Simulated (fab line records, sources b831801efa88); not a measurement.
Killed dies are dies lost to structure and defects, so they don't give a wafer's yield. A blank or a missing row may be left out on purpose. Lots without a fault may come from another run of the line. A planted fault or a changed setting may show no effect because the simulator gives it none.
fab line records | flow sky130
record lots=13 wafers=39 last_day=50
route steps=708 shown LDD_HVP@282 LI_CONTACT@377 METAL1@436 VIA1@460 PAD_OPEN@708
lots that met no fault: from a run of the same line without faults
start_h: hours from the record's first day to the start of the lot's first wafer shown | wait_h: hours since the lot's step before | " the same as in the row above | L1.1+2: a row that stands for several wafers | - no value, or no start given | * or withheld: withheld | < > ~ a bound
route shown NAME@n: a module of which the file shows steps, and the number in the route of the first | usual: mean/standard deviation of fault-free wafers | same: alike in all rows | chamber/n: place in a boat | sites: the reading at each site | _std_site: their standard deviation | _edge_site: outer sites' mean less inner sites' | radius_mm: how far each site lies from the wafer's centre | mask NAME#n: copy n | behind: the tool/chamber that last shaped the wafer | hold: why the lot was held/for how many hours/how that ended | device: the transistor (n, p or np) that didn't switch | end of line: the same wafers' tests at the end of the route | a step without rows: its recipe alone | killed: dies lost to structure and defects at the first sort, not the wafer's yield | map: a wafer's dies, x killed, . not, _ none there
set.NAME: the setting as run; set.NAME@STEP: as run at that earlier step | model.NAME: the simulator's own value behind a step, which no gauge read
steps of the route over a sample of lots; a table a step, a row a wafer
services: from which hour (start_h, from the record's first day; less than 0 if before it) a tool's chamber was out of use, for how many hours, and why
## steps
# step SKY_LDD_HVP_EXPOSE_04
# recipe mask_id=HVPTM na=0.6 source_shape=conventional sigma_outer=0.6 polarization=unpolarized target_cd_nm=700 dose_mj=86
# same na=0.6
# columns lot.wafer tool chamber start_h wait_h mask
L273.3+5+6 iline_stepper-02 0 488.35 - HVPTM#0
L274.1+2+4 iline_stepper-01 0 494.59 - HVPTM#0
L276.2+3+5 iline_stepper-01 0 505.25 - HVPTM#0
L278.1+2+6 iline_stepper-01 0 533.88 - HVPTM#0
L279.4+5+6 iline_stepper-02 0 542.20 - HVPTM#0
L281.1+2+4 iline_stepper-02 0 554.30 - HVPTM#0
L280.1+4+5 iline_stepper-02 0 558.46 - HVPTM#0
L283.2+4+5 iline_stepper-01 0 572.35 - HVPTM#0
L288.3+5+6 iline_stepper-01 0 619.15 - HVPTM_R1#0
L292.4+5+6 iline_stepper-02 0 655.00 - HVPTM#0
L293.3+5+6 iline_stepper-01 0 655.58 - HVPTM#0
L294.3+4+5 iline_stepper-02 0 663.74 - HVPTM#0
L295.1+2+6 iline_stepper-01 0 668.54 - HVPTM#0
# step SKY_LI_CONTACT_ETCH_15
# recipe target=PSG chemistry=C4F8/O2/Ar stop_on=Si taper_deg=4.15 mask_material=KrF-thick source_w=1500 bias_w=1200 pressure_mtorr=40 c4f8_flow_sccm=withheld O2_flow_sccm=6 Ar_flow_sccm=300 time_s=withheld target_depth_a=6000
# usual oes_product_au=0.837/0.0047
# columns lot.wafer tool chamber start_h wait_h oes_product_au
L273.3 rie_diel-03 1 683.92 0.0 0.840
L273.5 " 1 " " 0.839
L273.6 " 0 " " 0.837
L274.1 rie_diel-02 2 689.49 0.0 0.824
L274.2 " 3 " " 0.838
L274.4 " 2 " " 0.829
L276.2 rie_diel-02 1 698.48 0.0 0.845
L276.3 " 3 " " 0.829
L276.5 " 1 " " 0.832
L278.1 rie_diel-02 1 724.55 0.0 0.832
L278.2 " 3 " " 0.841
L278.6 " 2 " " 0.845
L279.4 rie_diel-02 1 731.75 0.0 0.833
L279.5 " 2 " " 0.838
L279.6 " 3 " " 0.845
L281.1 rie_diel-03 1 745.14 0.0 0.831
L281.2 " 0 " " 0.839
L281.4 " 1 " " 0.843
L280.1 rie_diel-03 3 747.44 0.0 0.831
L280.4 " 2 " " 0.841
L280.5 " 0 " " 0.834
L283.2 rie_diel-03 2 758.84 0.0 0.838
L283.4 " 2 " " 0.837
L283.5 " 0 " " 0.839
L288.3 rie_diel-01 3 803.68 0.0 0.829
L288.5 " 3 " " 0.836
L288.6 " 0 " " 0.837
L292.4 rie_diel-02 3 836.04 0.0 0.841
L292.5 " 0 " " 0.843
L292.6 " 2 " " 0.845
L293.3 rie_diel-03 1 837.30 0.0 0.839
L293.5 " 2 " " 0.831
L293.6 " 1 " " 0.837
L294.3 rie_diel-01 1 843.14 0.0 0.827
L294.4 " 3 " " 0.841
L294.5 " 1 " " 0.832
L295.1 rie_diel-03 3 845.95 0.0 0.841
L295.2 " 0 " " 0.838
L295.6 " 2 " " 0.838
# step SKY_METAL1_SPUTTER_02
# recipe material=AlCu target_thk_nm=250 power_w=10600 time_s=13.3 chamber_pressure_pa=0.4
# usual chamber_pressure_pa=0.4000/0.00076 throttle_valve_pct=29.9/1.2
# same time_s=13.3
# columns lot.wafer tool chamber start_h wait_h chamber_pressure_pa throttle_valve_pct
L273.3 pvd_sputter-04 - 741.49 0.0 0.3999 30.8
L273.5 " - " " 0.4005 28.2
L273.6 " - " " 0.3991 29.0
L274.1 pvd_sputter-01 - 748.18 0.0 0.3999 30.6
L274.2 " - " " 0.3987 28.8
L274.4 " - " " 0.4006 32.1
L276.2 pvd_sputter-03 - 758.19 0.0 0.4000 29.2
L276.3 " - " " 0.3995 29.8
L276.5 " - " " 0.3992 29.8
L278.1 pvd_sputter-04 - 782.43 0.0 0.3988 28.8
L278.2 " - " " 0.4005 31.1
L278.6 " - " " 0.3993 29.0
L279.4 pvd_sputter-04 - 790.46 0.0 0.3987 30.6
L279.5 " - " " 0.3997 28.5
L279.6 " - " " 0.4000 28.8
L281.1 pvd_sputter-01 - 803.84 0.0 0.3994 31.8
L281.2 " - " " 0.3985 30.3
L281.4 " - " " 0.3999 31.0
L280.1 pvd_sputter-04 - 805.44 0.0 0.3989 31.7
L280.4 " - " " 0.3995 31.5
L280.5 " - " " 0.4025 30.6
L283.2 pvd_sputter-01 - 816.06 0.0 0.3999 31.0
L283.4 " - " " 0.3997 28.9
L283.5 " - " " 0.3991 30.5
L288.3 pvd_sputter-03 - 860.60 0.0 0.4003 28.7
L288.5 " - " " 0.3996 29.5
L288.6 " - " " 0.4010 29.7
L292.4 pvd_sputter-04 - 891.58 0.0 0.4010 31.7
L292.5 " - " " 0.3994 28.4
L292.6 " - " " 0.3994 28.9
L293.3 pvd_sputter-04 - 892.81 0.0 0.4010 28.6
L293.5 " - " " 0.4010 28.8
L293.6 " - " " 0.3992 31.5
L294.3 pvd_sputter-04 - 899.79 0.0 0.4004 31.6
L294.4 " - " " 0.4003 28.6
L294.5 " - " " 0.4008 30.9
L295.1 pvd_sputter-04 - 901.70 0.0 0.4007 28.8
L295.2 " - " " 0.4016 28.3
L295.6 " - " " 0.4012 32.0
# step SKY_VIA1_CMP_02
# recipe material=SiO2 down_force_psi=4 platen_rpm=60 pad_velocity_m_s=0.94248
# usual motor_current_A=12.6/1.3
# columns lot.wafer tool chamber start_h wait_h motor_current_A
L273.3 cmp-02 3 770.19 0.2 13.5
L273.6 " 0 " " 13.1
L273.5 " 1 " " 13.5
L274.2 cmp-02 1 776.11 0.0 13.9
L274.1 " 3 " " 12.9
L274.4 " 0 " " 12.8
L276.2 cmp-01 2 785.96 0.0 11.7
L276.3 " 0 " " 10.8
L276.5 " 3 " " 10.9
L278.1 cmp-02 1 810.38 0.1 13.7
L278.2 " 3 " " 12.8
L278.6 " 1 " " 13.5
L279.4 cmp-02 2 818.67 0.0 14.8
L279.6 " 2 " " 14.6
L279.5 " 3 " " 12.3
L281.2 cmp-01 0 831.92 0.0 11.6
L281.1 " 1 " " 12.8
L281.4 " 2 " " 11.5
L280.4 cmp-02 3 832.81 0.1 13.3
L280.1 " 0 " " 12.3
L280.5 " 2 " " 14.6
L283.4 cmp-01 0 843.99 0.0 11.7
L283.2 " 2 " " 11.2
L283.5 " 1 " " 12.7
L288.3 cmp-01 1 886.91 0.0 12.4
L288.5 " 1 " " 12.8
L288.6 " 2 " " 11.4
L292.4 cmp-02 2 918.48 0.2 15.1
L292.6 " 3 " " 13.4
L292.5 " 0 " " 12.3
L293.3 cmp-02 3 920.18 0.1 13.0
L293.6 " 1 " " 13.9
L293.5 " 2 " " 14.9
L294.4 cmp-02 0 926.27 0.1 12.6
L294.3 " 1 " " 14.3
L294.5 " 2 " " 15.0
L295.2 cmp-01 2 928.08 0.0 11.3
L295.1 " 0 " " 11.7
L295.6 " 3 " " 11.0
# step SKY_PAD_OPEN_PROBE_99
# usual killed_at_M0_to_M3=43/6.8 killed_at_M4_up=3.2/1.8 killed_at_contacts=24/5.2 killed_at_front_end=15/4.2 killed_at_other=0.4/0.62 killed_dies=85/8.7 killed_open=46/6.7 killed_short=39/5.9
# same gross_dies=492 killed_at_back_side=0
# columns lot.wafer tool chamber start_h wait_h killed_at_M0_to_M3 killed_at_M4_up killed_at_contacts killed_at_front_end killed_at_other killed_dies killed_open killed_short
L288.3 prober-02 - 1164.02 0.2 56 4 22 23 0 105 57 45
# killed by level:class
L288.3 VIA1:geometric_particle:open=13 VIA3:geometric_particle:open=9 FIELD_ISO:geometric_particle:open=8 CONTACT:geometric_particle:open=8 METAL1:geometric_particle:short=7 METAL2:geometric_particle:open=7 LOCAL_INTERCONNECT:geometric_particle:short=6 VIA1:geometric_particle:short=6
## services
# columns tool chamber start_h hours kind
cmp-02 - 476.31 1.6 repair
cmp-02 - 483.41 3.6 repair
iline_stepper-02 - 495.01 1.7 pm
rie_diel-03 0 506.26 2.7 repair
iline_stepper-01 - 516.00 1.7 pm
cmp-02 - 527.81 4.2 repair
cmp-02 - 539.95 1.3 repair
iline_stepper-01 - 551.24 4.4 pm
cmp-02 - 572.26 4.0 pm
cmp-02 - 576.26 4.4 pm
cmp-02 - 581.42 0.9 repair
cmp-02 - 602.75 6.6 pm
pvd_sputter-04 - 632.24 4.5 repair
cmp-02 - 642.83 1.9 repair
pvd_sputter-04 - 647.13 1.9 repair
iline_stepper-01 - 736.78 1.7 pm
pvd_sputter-04 - 744.67 6.1 repair
cmp-02 - 781.79 1.9 repair
cmp-02 - 792.16 1.1 repair
cmp-02 - 828.03 1.5 repair
cmp-02 - 830.16 1.5 repair
cmp-02 - 855.67 2.2 repair
cmp-02 - 912.41 4.0 pm
iline_stepper-01 - 915.15 7.0 repair
## key
first_sign step=SKY_LDD_HVP_EXPOSE_04 reading=mask direction=changed
effect none on later readings
met_at SKY_LDD_HVP_EXPOSE_04
struck_lots L288
tester_left_out L288
not_acting_at SKY_LI_CONTACT_ETCH_15,SKY_METAL1_SPUTTER_02,SKY_VIA1_CMP_02
onset_between 572.35 619.15
fault kind=wrong_mask tool=any chamber=- onset_h=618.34 steps=SKY_LDD_HVP_EXPOSE_04 aux_copy=HVPTM_R1#0 cd_offset_nm=49 scope=struck_lots_only
# tester_left_out: of these lots the tester's yield and bins aren't shown, on N5 and GAA mostly nor the transistor test; their killed dies are dies lost to structure and defects alone, not to doping, threshold or leakage, so they don't give the yield
